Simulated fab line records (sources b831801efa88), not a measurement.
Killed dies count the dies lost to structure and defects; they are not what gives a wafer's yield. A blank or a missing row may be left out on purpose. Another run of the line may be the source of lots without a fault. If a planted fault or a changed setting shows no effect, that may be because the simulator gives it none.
Comparing a struck lot with a sound one :: flow sky130 :: 38 steps out of a route of 708
Sound: these wafers, L807.2, L807.4, L807.6. Struck: wafers L812.2, L812.4, L812.5. The cause comes at the end.
Each step with rows lists, per side, the tool, then ch with its chambers, then its first start. Under that, the readings that differ: sound wafers :: struck wafers :: difference of the means :: sigmas: that difference in standard deviations of wafers without a fault.
alike: readings whose means differ by less than 2 such deviations, and words and numbers that are the same on both sides. not compared: withheld readings, readings that some wafer has no value for, bounds like >300 that may hide the same value, and numbers for which the record gives no deviation and whose values overlap.
A row with sigmas, a row that says differs or no value, or rows on one side alone: a step with any of these is where the two part. Numbers that have no deviation but don't overlap get no sigmas and don't part them. A reading missing from all wafers of one side parts the sides only when that side holds two or more wafers.

first, 9 steps without rows for these wafers: SKY_VIA2_SPUTTER_20 (material TiN, target thk 20 nm, time 80 s); SKY_VIA2_CVD_21 (deposits W, target thk 420 nm, time 126.4 s); SKY_VIA2_CMP_24 (polishes, stops on SiO2, t overpolish 20 s, target thk 0 nm); SKY_METAL3_SPUTTER_00 (material Ti, target thk 15 nm, time 10 s); SKY_METAL3_SPUTTER_01 (material TiN, target thk 20 nm, time 16.7 s); SKY_METAL3_SPUTTER_02 (material AlCu, target thk 735 nm, time 39.1 s); SKY_METAL3_SPUTTER_03 (material Ti, target thk 5 nm, time 3.3 s); SKY_METAL3_SPUTTER_04 (material TiN, target thk 70 nm, time 58.3 s); SKY_CAPM_CVD_00 (deposits SiO2, target thk 15.5 nm).
SKY_CAPM_SPUTTER_02: material TiN, target thk 200 nm, time 166.7 s.
  struck on pvd_sputter-03, day 41 19:31; sound on pvd_sputter-01, day 40 20:25
reading: cathode_dc_power_W (W)
sound: 6499.5 6501.4 6501.0
struck: 5641.3 5642.3 5642.7
difference: -858.5
sigmas: -99 or more

reading: model.TiN_of_CAPM_SPUTTER_02.thk_nm (nm)
sound: 201.3 199.9 199.9
struck: 176 177.2 177.8
difference: -23
sigmas: 
  alike: substrate_temp_c, throttle_valve_pct
SKY_CAPM_RS_MEAS_03: a four-point-probe measurement.
  struck on film_metro-04, day 41 19:38; sound on film_metro-02, day 40 20:32
reading: CAPM_TIN_RS (ohm/sq)
sound: 6.88 6.92 6.93
struck: 7.89 7.83 7.80
difference: +0.93
sigmas: +13
SKY_CAPM_THK_MEAS_04: measures by xrf.
  struck on film_metro-04, day 41 19:45; sound on film_metro-02, day 40 20:39
reading: CAPM_TIN_THK (nm)
sound: 203.1 200.4 200.7
struck: 177.2 178.1 179.3
difference: -23.2
sigmas: -10
then, 7 steps without rows for these wafers: SKY_CAPM_DEHYDRATE_05 (time 60 s); SKY_CAPM_HMDS_06 (prime time 60 s); SKY_CAPM_COAT_07 (resist thk 1140 nm); SKY_CAPM_SOFTBAKE_08 (time 60 s); SKY_CAPM_EXPOSE_09 (exposes mask CAPM, target cd 1000 nm); SKY_CAPM_PEB_10; SKY_CAPM_DEVELOP_11 (develop time 60 s).
SKY_CAPM_METAL_ETCH_13: etches TiN in Cl2/BCl3, stops on SiO2, target depth 220 nm, time 62.9 s.
  sound on rie_metal-02 ch 0,1, day 41 20:14; struck on rie_metal-02 ch 0,1, day 42 19:35
reading: oes_product_au (a.u.)
sound: 0.952 0.938 0.930
struck: 0.872 0.873 0.879
difference: -0.065
sigmas: -9

reading: throttle_valve_pct (%)
sound: 21.893 21.910 21.908
struck: 21.949 21.934 21.949
difference: +0.040
sigmas: +4
  alike: drypump_motor_current_A
  not compared: rf_hours_counter_h
then, 16 steps without rows for these wafers: SKY_CAPM_STRIP_14 (strips in O2/N2); SKY_CAPM_STRIP_15 (strips in post etch residue remover, time 1200 s); SKY_CAPM_CLEAN_16 (cleans in IPA, time 180 s); SKY_CAPM_CLEAN_17 (cleans in O3/DIW); SKY_METAL3_DEHYDRATE_05 (time 60 s); SKY_METAL3_HMDS_06 (prime time 60 s); SKY_METAL3_COAT_07 (resist thk 60 nm); SKY_METAL3_COAT_08 (resist thk 1140 nm); SKY_METAL3_SOFTBAKE_09 (time 90 s); SKY_METAL3_EXPOSE_10 (exposes mask MM3, target cd 300 nm); SKY_METAL3_PEB_11; SKY_METAL3_DEVELOP_12 (develop time 60 s); SKY_METAL3_DESCUM_15 (chemistry O2, time 8 s); SKY_METAL3_ETCH_16 (etches BARC in N2/H2, stops on SiO2, time 88.2 s, target depth 60 nm); SKY_METAL3_ETCH_17 (etches SiO2 in C4F8/O2/Ar, stops on TiN, time 3.9 s, target depth 15 nm); SKY_METAL3_METAL_ETCH_18 (etches the open film in Cl2/BCl3, stops on SiO2, target depth 845 nm, time 183.1 s).
SKY_METAL3_STRIP_20: strips in post etch residue remover, time 1200 s.
  sound on wet_bench-02 ch 3, day 42 21:35; struck on wet_bench-02 ch 2, day 43 19:59
reading: model.TiN_of_CAPM_SPUTTER_02.thk_nm (nm)
sound: 200.4 199 199.1
struck: 175.1 176.4 177
difference: -23.3
sigmas: 
-- the record jumps here: 6 days lie between the struck wafers' starts before and after (it left off in module METAL3 and takes up again in module PAD_OPEN, whose first step shown is number 708 of the route) --
SKY_PAD_OPEN_PROBE_99:
  struck on prober-01, day 50 00:37; sound on prober-01, day 49 09:10
reading: model.etest.cap_mim.plate_ohm_sq
sound: 5.987 6 5.993
struck: 6.871 6.705 6.698
difference: +0.765
sigmas: 

reading: model.etest.cap_mim.bv_v (V)
sound: 14.38 13.75 15.05
struck: 12.6 13.04 12.98
difference: -1.5
sigmas: 

reading: model.etest.cap_mim.leak_log10_a_cm2
sound: -8.891 -9.011 -9.171
struck: -8.539 -8.609 -8.481
difference: +0.481
sigmas: 
  alike: defect_limited_yield, killed_at_M0_to_M3, killed_at_M4_up, killed_at_contacts, killed_at_front_end, killed_at_other, killed_dies, killed_open, killed_short, sort_bin_3_pad_short, sort_bin_5_function, sort_bin_6_memory, sort_n_pass, sort_yield_pct

WHERE THEY PART
Last at SKY_CAPM_METAL_ETCH_13 as far as this record goes, first at SKY_CAPM_SPUTTER_02. Later steps at which nothing parts them and some readings are alike: SKY_PAD_OPEN_PROBE_99.

WHY: whatever the simulator had introduced
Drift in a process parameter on pvd_sputter-03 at SKY_CAPM_SPUTTER_02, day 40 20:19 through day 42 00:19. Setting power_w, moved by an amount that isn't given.
